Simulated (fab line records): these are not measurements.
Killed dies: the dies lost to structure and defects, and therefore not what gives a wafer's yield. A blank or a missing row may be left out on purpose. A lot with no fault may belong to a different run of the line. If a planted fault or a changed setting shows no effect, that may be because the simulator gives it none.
fab line records + flow gf180mcu
[record]
- lots = 24
- wafers = 72
- lastDay = 34
route steps=602 shown V1@359 V2@384 M3@409 V4@479
lots that met no fault: from a run of the same line without faults
startH: start of the lot's first displayed wafer, in hours after the record's first day + waitH: time in hours since the lot's previous step + " as in the row above + L1.1+2: one row covering several wafers at once + - value missing, or start not given + * or withheld: withheld + < > ~ a bound
route shown NAME@n: NAME is a module with steps in the file, n the number in the route of the first one + usual: mean/standard deviation of fault-free wafers + same: alike in all rows + chamber/n: place in a boat + sites: the reading at each site + _std_site: the standard deviation of these + _edge_site: the outer-site mean with the inner-site mean subtracted + radiusMm: for every site, how far away it sits from the centre of the wafer + mask NAME#n: copy n + behind: the most recent tool/chamber to have shaped the wafer + hold: the reason the lot was held/the length of the hold in hours/how it ended + device: the transistor (n, p or np) that didn't switch + end of line: the same wafers' tests at the end of the route + a step given without rows: its recipe and nothing more + killed: count of dies lost to structure and defects at first sort (not the wafer's yield) + map: per-die view of a wafer (x killed, . not killed, _ where there is no die)
set.NAME: the setting as run; set.NAME@STEP: as run at that earlier step + model.NAME: the simulator's own value behind a step, which no gauge read
route steps across a sampled set of lots; one table per step, one row per wafer
services: a tool's chamber out of use, with start hour (startH, from the record's first day; less than 0 if before it), hours out, and reason
[[steps]]
[step GF_V1_RS_MEAS_24]
[recipe]
- thkMeasGauge = four-point-probe
- reads = W_of_V1_CVD_23+TiN_of_V1_SPUTTER_22+Ti_of_V1_SPUTTER_21
[usual]
- V1_W_RS = 0.3289/0.0025
| lot.wafer | tool         | chamber | startH | waitH | V1_W_RS[ohm/sq] |
|-----------|--------------|---------|--------|-------|-----------------|
| L074.1    | filmMetro-04 | -       | 416.06 | 0.1   | 0.3242          |
| L074.4    | "            | -       | "      | "     | 0.3277          |
| L074.6    | "            | -       | "      | "     | 0.3324          |
| L075.2    | filmMetro-01 | -       | 423.89 | 0.1   | 0.3328          |
| L075.5    | "            | -       | "      | "     | 0.3339          |
| L075.6    | "            | -       | "      | "     | 0.3305          |
| L077.1    | filmMetro-02 | -       | 434.41 | 0.1   | 0.3254          |
| L077.2    | "            | -       | "      | "     | 0.3300          |
| L077.6    | "            | -       | "      | "     | 0.3262          |
| L076.2    | filmMetro-04 | -       | 435.21 | 0.1   | 0.3279          |
| L076.3    | "            | -       | "      | "     | 0.3252          |
| L076.4    | "            | -       | "      | "     | 0.3248          |
| L078.2    | filmMetro-04 | -       | 453.13 | 0.1   | 0.3263          |
| L078.3    | "            | -       | "      | "     | 0.3239          |
| L078.6    | "            | -       | "      | "     | 0.3283          |
| L079.2    | filmMetro-02 | -       | 454.93 | 0.1   | 0.3298          |
| L079.5    | "            | -       | "      | "     | 0.3309          |
| L079.6    | "            | -       | "      | "     | 0.3332          |
| L080.1    | filmMetro-04 | -       | 463.48 | 0.1   | 0.3271          |
| L080.4    | "            | -       | "      | "     | 0.3313          |
| L080.6    | "            | -       | "      | "     | 0.3278          |
| L081.1    | filmMetro-04 | -       | 469.49 | 0.1   | 0.3274          |
| L081.5    | "            | -       | "      | "     | 0.3274          |
| L081.6    | "            | -       | "      | "     | 0.3253          |
| L082.3    | filmMetro-04 | -       | 480.34 | 0.1   | 0.3305          |
| L082.4    | "            | -       | "      | "     | 0.3321          |
| L082.5    | "            | -       | "      | "     | 0.3313          |
| L083.1    | filmMetro-02 | -       | 496.03 | 0.1   | 0.3286          |
| L083.2    | "            | -       | "      | "     | 0.3330          |
| L083.3    | "            | -       | "      | "     | 0.3279          |
| L084.4    | filmMetro-02 | -       | 498.52 | 0.1   | 0.3265          |
| L084.5    | "            | -       | "      | "     | 0.3284          |
| L084.6    | "            | -       | "      | "     | 0.3259          |
| L085.1    | filmMetro-02 | -       | 501.02 | 0.2   | 0.3252          |
| L085.2    | "            | -       | "      | "     | 0.3288          |
| L085.4    | "            | -       | "      | "     | 0.3279          |
| L086.2    | filmMetro-04 | -       | 515.77 | 0.1   | 0.3297          |
| L086.3    | "            | -       | "      | "     | 0.3280          |
| L086.4    | "            | -       | "      | "     | 0.3270          |
| L087.1    | filmMetro-04 | -       | 525.20 | 0.1   | 0.3297          |
| L087.4    | "            | -       | "      | "     | 0.3309          |
| L087.5    | "            | -       | "      | "     | 0.3261          |
| L088.2    | filmMetro-02 | -       | 530.03 | 0.1   | 0.3326          |
| L088.3    | "            | -       | "      | "     | 0.3282          |
| L088.4    | "            | -       | "      | "     | 0.3306          |
| L089.1    | filmMetro-04 | -       | 537.56 | 0.1   | 0.3272          |
| L089.2    | "            | -       | "      | "     | 0.3300          |
| L089.3    | "            | -       | "      | "     | 0.3276          |
| L090.1    | filmMetro-04 | -       | 543.19 | 0.1   | 0.3282          |
| L090.4    | "            | -       | "      | "     | 0.3269          |
| L090.5    | "            | -       | "      | "     | 0.3326          |
| L091.1    | filmMetro-04 | -       | 558.00 | 0.1   | 0.3259          |
| L091.3    | "            | -       | "      | "     | 0.3268          |
| L091.4    | "            | -       | "      | "     | 0.3270          |
| L092.4    | filmMetro-04 | -       | 567.72 | 0.1   | 0.3321          |
| L092.5    | "            | -       | "      | "     | 0.3302          |
| L092.6    | "            | -       | "      | "     | 0.3324          |
| L093.2    | filmMetro-02 | -       | 572.79 | 0.1   | 0.3313          |
| L093.3    | "            | -       | "      | "     | 0.3261          |
| L093.4    | "            | -       | "      | "     | 0.3293          |
| L094.1    | filmMetro-04 | -       | 590.01 | 0.1   | 0.3301          |
| L094.2    | "            | -       | "      | "     | 0.3303          |
| L094.3    | "            | -       | "      | "     | 0.3283          |
| L096.1    | filmMetro-04 | -       | 600.46 | 0.1   | 0.3282          |
| L096.2    | "            | -       | "      | "     | 0.3293          |
| L096.5    | "            | -       | "      | "     | 0.3317          |
| L095.1    | filmMetro-01 | -       | 603.49 | 0.1   | 0.3325          |
| L095.3    | "            | -       | "      | "     | 0.3314          |
| L095.5    | "            | -       | "      | "     | 0.3292          |
| L097.1    | filmMetro-01 | -       | 607.99 | 0.2   | 0.3307          |
| L097.3    | "            | -       | "      | "     | 0.3309          |
| L097.6    | "            | -       | "      | "     | 0.3313          |
[step GF_V1_THK_MEAS_25]
[recipe]
- thkMeasGauge = xrf
- reads = W_of_V1_CVD_23
[usual]
- V1_W_THK = 357/4.6
| lot.wafer | tool         | chamber | startH | waitH | V1_W_THK[nm] |
|-----------|--------------|---------|--------|-------|--------------|
| L074.1    | filmMetro-04 | -       | 416.18 | 0.1   | 362          |
| L074.4    | "            | -       | "      | "     | 358          |
| L074.6    | "            | -       | "      | "     | 352          |
| L075.2    | filmMetro-01 | -       | 424.00 | 0.1   | 350          |
| L075.5    | "            | -       | "      | "     | 347          |
| L075.6    | "            | -       | "      | "     | 353          |
| L077.1    | filmMetro-02 | -       | 434.53 | 0.1   | 356          |
| L077.2    | "            | -       | "      | "     | 351          |
| L077.6    | "            | -       | "      | "     | 357          |
| L076.2    | filmMetro-04 | -       | 435.32 | 0.1   | 358          |
| L076.3    | "            | -       | "      | "     | 361          |
| L076.4    | "            | -       | "      | "     | 362          |
| L078.2    | filmMetro-04 | -       | 453.24 | 0.1   | 361          |
| L078.3    | "            | -       | "      | "     | 364          |
| L078.6    | "            | -       | "      | "     | 356          |
| L079.2    | filmMetro-02 | -       | 455.04 | 0.1   | 354          |
| L079.5    | "            | -       | "      | "     | 353          |
| L079.6    | "            | -       | "      | "     | 348          |
| L080.1    | filmMetro-04 | -       | 463.60 | 0.1   | 360          |
| L080.4    | "            | -       | "      | "     | 355          |
| L080.6    | "            | -       | "      | "     | 360          |
| L081.1    | filmMetro-04 | -       | 469.61 | 0.1   | 361          |
| L081.5    | "            | -       | "      | "     | 360          |
| L081.6    | "            | -       | "      | "     | 363          |
| L082.3    | filmMetro-04 | -       | 480.44 | 0.1   | 356          |
| L082.4    | "            | -       | "      | "     | 355          |
| L082.5    | "            | -       | "      | "     | 354          |
| L083.1    | filmMetro-02 | -       | 496.15 | 0.1   | 359          |
| L083.2    | "            | -       | "      | "     | 354          |
| L083.3    | "            | -       | "      | "     | 359          |
| L084.4    | filmMetro-02 | -       | 498.61 | 0.1   | 364          |
| L084.5    | "            | -       | "      | "     | 359          |
| L084.6    | "            | -       | "      | "     | 363          |
| L085.1    | filmMetro-02 | -       | 501.14 | 0.1   | 362          |
| L085.2    | "            | -       | "      | "     | 359          |
| L085.4    | "            | -       | "      | "     | 360          |
| L086.2    | filmMetro-04 | -       | 515.88 | 0.1   | 355          |
| L086.3    | "            | -       | "      | "     | 358          |
| L086.4    | "            | -       | "      | "     | 359          |
| L087.1    | filmMetro-04 | -       | 525.32 | 0.1   | 356          |
| L087.4    | "            | -       | "      | "     | 354          |
| L087.5    | "            | -       | "      | "     | 359          |
| L088.2    | filmMetro-02 | -       | 530.14 | 0.1   | 348          |
| L088.3    | "            | -       | "      | "     | 352          |
| L088.4    | "            | -       | "      | "     | 352          |
| L089.1    | filmMetro-04 | -       | 537.68 | 0.1   | 359          |
| L089.2    | "            | -       | "      | "     | 358          |
| L089.3    | "            | -       | "      | "     | 360          |
| L090.1    | filmMetro-04 | -       | 543.31 | 0.1   | 360          |
| L090.4    | "            | -       | "      | "     | 361          |
| L090.5    | "            | -       | "      | "     | 353          |
| L091.1    | filmMetro-04 | -       | 558.12 | 0.1   | 365          |
| L091.3    | "            | -       | "      | "     | 366          |
| L091.4    | "            | -       | "      | "     | 367          |
| L092.4    | filmMetro-04 | -       | 567.81 | 0.1   | 358          |
| L092.5    | "            | -       | "      | "     | 361          |
| L092.6    | "            | -       | "      | "     | 358          |
| L093.2    | filmMetro-02 | -       | 572.90 | 0.1   | 350          |
| L093.3    | "            | -       | "      | "     | 358          |
| L093.4    | "            | -       | "      | "     | 354          |
| L094.1    | filmMetro-04 | -       | 590.13 | 0.1   | 364          |
| L094.2    | "            | -       | "      | "     | 362          |
| L094.3    | "            | -       | "      | "     | 364          |
| L096.1    | filmMetro-04 | -       | 600.58 | 0.1   | 362          |
| L096.2    | "            | -       | "      | "     | 361          |
| L096.5    | "            | -       | "      | "     | 362          |
| L095.1    | filmMetro-01 | -       | 603.61 | 0.1   | 347          |
| L095.3    | "            | -       | "      | "     | 354          |
| L095.5    | "            | -       | "      | "     | 354          |
| L097.1    | filmMetro-01 | -       | 608.11 | 0.1   | 352          |
| L097.3    | "            | -       | "      | "     | 350          |
| L097.6    | "            | -       | "      | "     | 349          |
[step GF_V2_CVD_02]
[recipe]
- material = SiO2
- targetThkNm = 850
- precursor = TEOS
- tempC = 400
- timeS = 94.851
- rfW = 600
[usual]
- heaterPowerW = 672/100
| lot.wafer | tool     | chamber | startH | waitH | heaterPowerW |
|-----------|----------|---------|--------|-------|--------------|
| L074.1    | pecvd-01 | 2       | 441.58 | 0.1   | 675          |
| L074.4    | "        | 1       | "      | "     | 548          |
| L074.6    | "        | 0       | "      | "     | 835          |
| L075.2    | pecvd-02 | 0       | 449.28 | 0.0   | 861          |
| L075.5    | "        | 0       | "      | "     | 914          |
| L075.6    | "        | 2       | "      | "     | 613          |
| L077.1    | pecvd-01 | 0       | 460.56 | 0.1   | 758          |
| L077.2    | "        | 1       | "      | "     | 635          |
| L077.6    | "        | 1       | "      | "     | 694          |
| L076.2    | pecvd-03 | 0       | 461.08 | 0.0   | 540          |
| L076.3    | "        | 1       | "      | "     | 710          |
| L076.4    | "        | 1       | "      | "     | 541          |
| L078.2    | pecvd-02 | 2       | 478.98 | 0.0   | 609          |
| L078.3    | "        | 0       | "      | "     | 848          |
| L078.6    | "        | 1       | "      | "     | 793          |
| L079.2    | pecvd-01 | 0       | 480.55 | 0.0   | 813          |
| L079.5    | "        | 0       | "      | "     | 831          |
| L079.6    | "        | 2       | "      | "     | 543          |
| L080.1    | pecvd-01 | 2       | 489.11 | 0.1   | 672          |
| L080.4    | "        | 0       | "      | "     | 861          |
| L080.6    | "        | 1       | "      | "     | 554          |
| L081.1    | pecvd-03 | 0       | 494.45 | 0.1   | 622          |
| L081.5    | "        | 1       | "      | "     | 668          |
| L081.6    | "        | 2       | "      | "     | 480          |
| L082.3    | pecvd-01 | 0       | 506.16 | 0.0   | 677          |
| L082.4    | "        | 2       | "      | "     | 690          |
| L082.5    | "        | 1       | "      | "     | 702          |
| L083.1    | pecvd-02 | 2       | 520.89 | 0.1   | 543          |
| L083.2    | "        | 1       | "      | "     | 798          |
| L083.3    | "        | 0       | "      | "     | 820          |
| L084.4    | pecvd-03 | 2       | 523.14 | 0.1   | 590          |
| L084.5    | "        | 1       | "      | "     | 551          |
| L084.6    | "        | 0       | "      | "     | 629          |
| L085.1    | pecvd-02 | 2       | 526.20 | 0.1   | 531          |
| L085.2    | "        | 1       | "      | "     | 673          |
| L085.4    | "        | 2       | "      | "     | 602          |
| L086.2    | pecvd-03 | 2       | 540.05 | 0.0   | 614          |
| L086.3    | "        | 1       | "      | "     | 619          |
| L086.4    | "        | 1       | "      | "     | 660          |
| L087.1    | pecvd-03 | 0       | 549.43 | 0.1   | 641          |
| L087.4    | "        | 0       | "      | "     | 671          |
| L087.5    | "        | 1       | "      | "     | 561          |
| L088.2    | pecvd-02 | 1       | 553.63 | 0.0   | 752          |
| L088.3    | "        | 1       | "      | "     | 827          |
| L088.4    | "        | 2       | "      | "     | 657          |
| L089.1    | pecvd-01 | 1       | 561.21 | 0.1   | 690          |
| L089.2    | "        | 2       | "      | "     | 684          |
| L089.3    | "        | 0       | "      | "     | 806          |
| L090.1    | pecvd-02 | 0       | 567.28 | 0.1   | 913          |
| L090.4    | "        | 1       | "      | "     | 638          |
| L090.5    | "        | 0       | "      | "     | 741          |
| L091.1    | pecvd-02 | 2       | 582.14 | 0.1   | 652          |
| L091.3    | "        | 1       | "      | "     | 658          |
| L091.4    | "        | 0       | "      | "     | 801          |
| L092.4    | pecvd-01 | 2       | 591.40 | 0.1   | 543          |
| L092.5    | "        | 1       | "      | "     | 560          |
| L092.6    | "        | 0       | "      | "     | 835          |
| L093.2    | pecvd-01 | 0       | 596.52 | 0.0   | 699          |
| L093.3    | "        | 2       | "      | "     | 552          |
| L093.4    | "        | 0       | "      | "     | 776          |
| L094.1    | pecvd-03 | 1       | 612.38 | 0.1   | 606          |
| L094.2    | "        | 2       | "      | "     | 530          |
| L094.3    | "        | 0       | "      | "     | 573          |
| L096.1    | pecvd-02 | 1       | 623.11 | 0.1   | 750          |
| L096.2    | "        | 0       | "      | "     | 928          |
| L096.5    | "        | 1       | "      | "     | 786          |
| L095.1    | pecvd-01 | 0       | 626.10 | 0.1   | 828          |
| L095.3    | "        | 1       | "      | "     | 682          |
| L095.5    | "        | 1       | "      | "     | 557          |
| L097.1    | pecvd-01 | 2       | 630.66 | 0.1   | 659          |
| L097.3    | "        | 0       | "      | "     | 707          |
| L097.6    | "        | 0       | "      | "     | 760          |
[step GF_M3_SPUTTER_00]
[recipe]
- material = Ti
- targetThkNm = 37.5
- arrivingIonEnergyEv = 80
- substrateTempC = 200
- chamberPressurePa = 2
- powerW = 4000
- timeS = 150
[usual]
- throttleValvePct = 29.7/1.5
| lot.wafer | tool          | chamber | startH | waitH | throttleValvePct |
|-----------|---------------|---------|--------|-------|------------------|
| L074.1    | pvdSputter-02 | -       | 468.07 | 0.1   | 30.9             |
| L074.4    | "             | -       | "      | "     | 27.8             |
| L074.6    | "             | -       | "      | "     | 31.2             |
| L075.2    | pvdSputter-01 | -       | 474.92 | 0.2   | 32.1             |
| L075.5    | "             | -       | "      | "     | 32.2             |
| L075.6    | "             | -       | "      | "     | 27.8             |
| L077.1    | pvdSputter-01 | -       | 486.24 | 0.1   | 32.0             |
| L077.2    | "             | -       | "      | "     | 29.6             |
| L077.6    | "             | -       | "      | "     | 32.0             |
| L076.2    | pvdSputter-04 | -       | 486.87 | 0.2   | 29.5             |
| L076.3    | "             | -       | "      | "     | 30.2             |
| L076.4    | "             | -       | "      | "     | 27.1             |
| L078.2    | pvdSputter-02 | -       | 504.06 | 0.1   | 28.3             |
| L078.3    | "             | -       | "      | "     | 30.4             |
| L078.6    | "             | -       | "      | "     | 30.8             |
| L079.2    | pvdSputter-01 | -       | 505.83 | 0.2   | 32.0             |
| L079.5    | "             | -       | "      | "     | 29.7             |
| L079.6    | "             | -       | "      | "     | 27.9             |
| L080.1    | pvdSputter-04 | -       | 513.28 | 0.2   | 29.8             |
| L080.4    | "             | -       | "      | "     | 27.3             |
| L080.6    | "             | -       | "      | "     | 27.3             |
| L081.1    | pvdSputter-01 | -       | 518.68 | 0.2   | 27.6             |
| L081.5    | "             | -       | "      | "     | 27.5             |
| L081.6    | "             | -       | "      | "     | 32.1             |
| L082.3    | pvdSputter-02 | -       | 530.79 | 0.1   | 31.5             |
| L082.4    | "             | -       | "      | "     | 28.2             |
| L082.5    | "             | -       | "      | "     | 31.3             |
| L083.1    | pvdSputter-01 | -       | 545.45 | 0.1   | 29.6             |
| L083.2    | "             | -       | "      | "     | 27.7             |
| L083.3    | "             | -       | "      | "     | 30.7             |
| L084.4    | pvdSputter-04 | -       | 547.68 | 0.1   | 29.4             |
| L084.5    | "             | -       | "      | "     | 29.6             |
| L084.6    | "             | -       | "      | "     | 30.3             |
| L085.1    | pvdSputter-02 | -       | 551.03 | 0.2   | 30.9             |
| L085.2    | "             | -       | "      | "     | 30.9             |
| L085.4    | "             | -       | "      | "     | 31.3             |
| L086.2    | pvdSputter-01 | -       | 564.23 | 0.2   | 32.1             |
| L086.3    | "             | -       | "      | "     | 29.6             |
| L086.4    | "             | -       | "      | "     | 31.0             |
| L087.1    | pvdSputter-02 | -       | 574.21 | 0.2   | 31.0             |
| L087.4    | "             | -       | "      | "     | 30.8             |
| L087.5    | "             | -       | "      | "     | 31.1             |
| L088.2    | pvdSputter-02 | -       | 577.68 | 0.1   | 30.9             |
| L088.3    | "             | -       | "      | "     | 31.2             |
| L088.4    | "             | -       | "      | "     | 30.5             |
| L089.1    | pvdSputter-04 | -       | 585.62 | 0.2   | 29.5             |
| L089.2    | "             | -       | "      | "     | 30.3             |
| L089.3    | "             | -       | "      | "     | 29.6             |
| L090.1    | pvdSputter-02 | -       | 591.28 | 0.2   | 28.5             |
| L090.4    | "             | -       | "      | "     | 30.7             |
| L090.5    | "             | -       | "      | "     | 31.3             |
| L091.1    | pvdSputter-04 | -       | 605.79 | 0.1   | 29.4             |
| L091.3    | "             | -       | "      | "     | 27.2             |
| L091.4    | "             | -       | "      | "     | 30.3             |
| L092.4    | pvdSputter-04 | -       | 614.85 | 0.1   | 29.5             |
| L092.5    | "             | -       | "      | "     | 30.0             |
| L092.6    | "             | -       | "      | "     | 29.3             |
| L093.2    | pvdSputter-02 | -       | 619.51 | 0.1   | 31.1             |
| L093.3    | "             | -       | "      | "     | 28.2             |
| L093.4    | "             | -       | "      | "     | 30.8             |
| L094.1    | pvdSputter-04 | -       | 635.28 | 0.2   | 27.1             |
| L094.2    | "             | -       | "      | "     | 29.7             |
| L094.3    | "             | -       | "      | "     | 29.9             |
| L096.1    | pvdSputter-01 | -       | 646.28 | 0.1   | 30.8             |
| L096.2    | "             | -       | "      | "     | 29.3             |
| L096.5    | "             | -       | "      | "     | 27.2             |
| L095.1    | pvdSputter-01 | -       | 648.18 | 0.2   | 31.9             |
| L095.3    | "             | -       | "      | "     | 29.6             |
| L095.5    | "             | -       | "      | "     | 27.7             |
| L097.1    | pvdSputter-04 | -       | 653.15 | 0.2   | 27.2             |
| L097.3    | "             | -       | "      | "     | 29.4             |
| L097.6    | "             | -       | "      | "     | 27.4             |
[step GF_M3_THK_MEAS_06]
[recipe]
- thkMeasGauge = xrf
- reads = AlCu_of_M3_SPUTTER_02
[usual]
- M3_ALCU_THK = 450/5
| lot.wafer | tool         | chamber | startH | waitH | M3_ALCU_THK[nm] |
|-----------|--------------|---------|--------|-------|-----------------|
| L074.1    | filmMetro-02 | -       | 468.41 | 0.1   | 441             |
| L074.4    | "            | -       | "      | "     | 445             |
| L074.6    | "            | -       | "      | "     | 444             |
| L075.2    | filmMetro-03 | -       | 475.27 | 0.1   | 448             |
| L075.5    | "            | -       | "      | "     | 446             |
| L075.6    | "            | -       | "      | "     | 446             |
| L077.1    | filmMetro-02 | -       | 486.58 | 0.1   | 451             |
| L077.2    | "            | -       | "      | "     | 454             |
| L077.6    | "            | -       | "      | "     | 455             |
| L076.2    | filmMetro-02 | -       | 487.22 | 0.1   | 448             |
| L076.3    | "            | -       | "      | "     | 446             |
| L076.4    | "            | -       | "      | "     | 440             |
| L078.2    | filmMetro-03 | -       | 504.44 | 0.1   | 450             |
| L078.3    | "            | -       | "      | "     | 448             |
| L078.6    | "            | -       | "      | "     | 452             |
| L079.2    | filmMetro-03 | -       | 506.18 | 0.1   | 457             |
| L079.5    | "            | -       | "      | "     | 459             |
| L079.6    | "            | -       | "      | "     | 451             |
| L080.1    | filmMetro-03 | -       | 513.62 | 0.1   | 452             |
| L080.4    | "            | -       | "      | "     | 451             |
| L080.6    | "            | -       | "      | "     | 450             |
| L081.1    | filmMetro-03 | -       | 519.03 | 0.1   | 454             |
| L081.5    | "            | -       | "      | "     | 453             |
| L081.6    | "            | -       | "      | "     | 455             |
| L082.3    | filmMetro-03 | -       | 531.15 | 0.1   | 458             |
| L082.4    | "            | -       | "      | "     | 451             |
| L082.5    | "            | -       | "      | "     | 453             |
| L083.1    | filmMetro-01 | -       | 545.82 | 0.1   | 448             |
| L083.2    | "            | -       | "      | "     | 447             |
| L083.3    | "            | -       | "      | "     | 447             |
| L084.4    | filmMetro-01 | -       | 548.05 | 0.1   | 451             |
| L084.5    | "            | -       | "      | "     | 451             |
| L084.6    | "            | -       | "      | "     | 447             |
| L085.1    | filmMetro-03 | -       | 551.37 | 0.1   | 451             |
| L085.2    | "            | -       | "      | "     | 450             |
| L085.4    | "            | -       | "      | "     | 454             |
| L086.2    | filmMetro-01 | -       | 564.58 | 0.1   | 454             |
| L086.3    | "            | -       | "      | "     | 451             |
| L086.4    | "            | -       | "      | "     | 454             |
| L087.1    | filmMetro-01 | -       | 574.55 | 0.1   | 448             |
| L087.4    | "            | -       | "      | "     | 455             |
| L087.5    | "            | -       | "      | "     | 455             |
| L088.2    | filmMetro-03 | -       | 578.03 | 0.1   | 461             |
| L088.3    | "            | -       | "      | "     | 456             |
| L088.4    | "            | -       | "      | "     | 454             |
| L089.1    | filmMetro-01 | -       | 585.96 | 0.1   | 451             |
| L089.2    | "            | -       | "      | "     | 451             |
| L089.3    | "            | -       | "      | "     | 452             |
| L090.1    | filmMetro-01 | -       | 591.64 | 0.1   | 447             |
| L090.4    | "            | -       | "      | "     | 452             |
| L090.5    | "            | -       | "      | "     | 451             |
| L091.1    | filmMetro-01 | -       | 606.13 | 0.1   | 452             |
| L091.3    | "            | -       | "      | "     | 445             |
| L091.4    | "            | -       | "      | "     | 448             |
| L092.4    | filmMetro-03 | -       | 615.22 | 0.1   | 460             |
| L092.5    | "            | -       | "      | "     | 455             |
| L092.6    | "            | -       | "      | "     | 458             |
| L093.2    | filmMetro-01 | -       | 619.86 | 0.1   | 457             |
| L093.3    | "            | -       | "      | "     | 454             |
| L093.4    | "            | -       | "      | "     | 452             |
| L094.1    | filmMetro-02 | -       | 635.62 | 0.1   | 437             |
| L094.2    | "            | -       | "      | "     | 445             |
| L094.3    | "            | -       | "      | "     | 440             |
| L096.1    | filmMetro-02 | -       | 646.62 | 0.1   | 450             |
| L096.2    | "            | -       | "      | "     | 445             |
| L096.5    | "            | -       | "      | "     | 444             |
| L095.1    | filmMetro-02 | -       | 648.52 | 0.1   | 444             |
| L095.3    | "            | -       | "      | "     | 444             |
| L095.5    | "            | -       | "      | "     | 440             |
| L097.1    | filmMetro-03 | -       | 653.49 | 0.1   | 454             |
| L097.3    | "            | -       | "      | "     | 451             |
| L097.6    | "            | -       | "      | "     | 452             |
[step GF_V4_THK_MEAS_03]
[recipe]
- reads = SiO2_of_V4_CVD_02
[usual]
- V4_CVD_02_THK = 850/10
| lot.wafer | tool         | chamber | startH | waitH | V4_CVD_02_THK[nm] |
|-----------|--------------|---------|--------|-------|-------------------|
| L074.1    | filmMetro-04 | -       | 541.57 | 0.1   | 850               |
| L074.4    | "            | -       | "      | "     | 872               |
| L074.6    | "            | -       | "      | "     | 869               |
| L075.2    | filmMetro-03 | -       | 548.66 | 0.0   | 843               |
| L075.5    | "            | -       | "      | "     | 856               |
| L075.6    | "            | -       | "      | "     | 861               |
| L077.1    | filmMetro-03 | -       | 559.52 | 0.0   | 857               |
| L077.2    | "            | -       | "      | "     | 846               |
| L077.6    | "            | -       | "      | "     | 867               |
| L076.2    | filmMetro-03 | -       | 559.76 | 0.0   | 851               |
| L076.3    | "            | -       | "      | "     | 840               |
| L076.4    | "            | -       | "      | "     | 854               |
| L078.2    | filmMetro-01 | -       | 575.56 | 0.0   | 844               |
| L078.3    | "            | -       | "      | "     | 833               |
| L078.6    | "            | -       | "      | "     | 856               |
| L079.2    | filmMetro-03 | -       | 576.63 | 0.0   | 846               |
| L079.5    | "            | -       | "      | "     | 849               |
| L079.6    | "            | -       | "      | "     | 860               |
| L080.1    | filmMetro-01 | -       | 584.08 | 0.0   | 845               |
| L080.4    | "            | -       | "      | "     | 860               |
| L080.6    | "            | -       | "      | "     | 859               |
| L081.1    | filmMetro-01 | -       | 588.53 | 0.0   | 837               |
| L081.5    | "            | -       | "      | "     | 871               |
| L081.6    | "            | -       | "      | "     | 865               |
| L082.3    | filmMetro-03 | -       | 601.67 | 0.1   | 841               |
| L082.4    | "            | -       | "      | "     | 851               |
| L082.5    | "            | -       | "      | "     | 853               |
| L083.1    | filmMetro-01 | -       | 615.55 | 0.0   | 836               |
| L083.2    | "            | -       | "      | "     | 834               |
| L083.3    | "            | -       | "      | "     | 852               |
| L084.4    | filmMetro-01 | -       | 617.96 | 0.0   | 847               |
| L084.5    | "            | -       | "      | "     | 853               |
| L084.6    | "            | -       | "      | "     | 848               |
| L085.1    | filmMetro-03 | -       | 620.57 | 0.0   | 835               |
| L085.2    | "            | -       | "      | "     | 836               |
| L085.4    | "            | -       | "      | "     | 851               |
| L086.2    | filmMetro-01 | -       | 633.90 | 0.0   | 850               |
| L086.3    | "            | -       | "      | "     | 853               |
| L086.4    | "            | -       | "      | "     | 866               |
| L087.1    | filmMetro-04 | -       | 641.88 | 0.0   | 840               |
| L087.4    | "            | -       | "      | "     | 848               |
| L087.5    | "            | -       | "      | "     | 869               |
| L088.2    | filmMetro-03 | -       | 646.11 | 0.0   | 844               |
| L088.3    | "            | -       | "      | "     | 849               |
| L088.4    | "            | -       | "      | "     | 848               |
| L089.1    | filmMetro-04 | -       | 653.48 | 0.0   | 828               |
| L089.2    | "            | -       | "      | "     | 843               |
| L089.3    | "            | -       | "      | "     | 849               |
| L090.1    | filmMetro-04 | -       | 657.43 | 0.0   | 849               |
| L090.4    | "            | -       | "      | "     | 859               |
| L090.5    | "            | -       | "      | "     | 866               |
| L091.1    | filmMetro-01 | -       | 670.80 | 0.0   | 831               |
| L091.3    | "            | -       | "      | "     | 846               |
| L091.4    | "            | -       | "      | "     | 856               |
| L092.4    | filmMetro-04 | -       | 678.74 | 0.0   | 851               |
| L092.5    | "            | -       | "      | "     | 848               |
| L092.6    | "            | -       | "      | "     | 854               |
| L093.2    | filmMetro-03 | -       | 684.76 | 0.0   | 852               |
| L093.3    | "            | -       | "      | "     | 854               |
| L093.4    | "            | -       | "      | "     | 858               |
| L094.1    | filmMetro-03 | -       | 698.13 | 0.0   | 836               |
| L094.2    | "            | -       | "      | "     | 829               |
| L094.3    | "            | -       | "      | "     | 840               |
| L096.1    | filmMetro-04 | -       | 707.73 | 0.0   | 829               |
| L096.2    | "            | -       | "      | "     | 835               |
| L096.5    | "            | -       | "      | "     | 853               |
| L095.1    | filmMetro-03 | -       | 709.49 | 0.0   | 850               |
| L095.3    | "            | -       | "      | "     | 848               |
| L095.5    | "            | -       | "      | "     | 858               |
| L097.1    | filmMetro-04 | -       | 714.90 | 0.0   | 830               |
| L097.3    | "            | -       | "      | "     | 829               |
| L097.6    | "            | -       | "      | "     | 854               |
[[services]]
| tool          | chamber | startH | hours | kind                  |
|---------------|---------|--------|-------|-----------------------|
| pecvd-02      | 1       | 449.38 | 12.8  | repair                |
| pvdSputter-04 | -       | 466.13 | 6.3   | repair                |
| pecvd-02      | -       | 487.80 | 1.3   | repair                |
| pecvd-01      | 0       | 495.13 | 10.5  | repair                |
| pvdSputter-01 | 0       | 509.52 | -     | consumableReplace:kit |
| pvdSputter-01 | 0       | 509.52 | 18.0  | scheduledDown         |
| pvdSputter-01 | 0       | 509.52 | 18.0  | ventCycle             |
| pecvd-03      | -       | 514.77 | 1.1   | repair                |
| pecvd-01      | 2       | 515.12 | 4.4   | repair                |
| pvdSputter-02 | 2       | 519.72 | -     | consumableReplace:kit |
| pvdSputter-02 | 2       | 519.72 | 18.0  | scheduledDown         |
| pvdSputter-02 | 2       | 519.72 | 18.0  | ventCycle             |
| pecvd-03      | -       | 522.05 | 0.8   | repair                |
| pecvd-03      | 1       | 525.64 | 7.3   | repair                |
| pecvd-02      | 0       | 535.66 | 23.0  | repair                |
| pvdSputter-02 | -       | 537.28 | 1.4   | repair                |
| pvdSputter-02 | -       | 543.85 | 2.1   | repair                |
| pvdSputter-04 | -       | 576.97 | 2.0   | repair                |
| pecvd-01      | -       | 601.40 | 0.5   | repair                |
| pecvd-02      | -       | 606.32 | 2.8   | pm                    |
| pvdSputter-04 | -       | 607.49 | 4.6   | repair                |
| pvdSputter-04 | 1       | 616.41 | -     | consumableReplace:kit |
| pvdSputter-04 | 1       | 616.41 | 18.0  | scheduledDown         |
| pvdSputter-04 | 1       | 616.41 | 18.0  | ventCycle             |
[[key]]
fault none
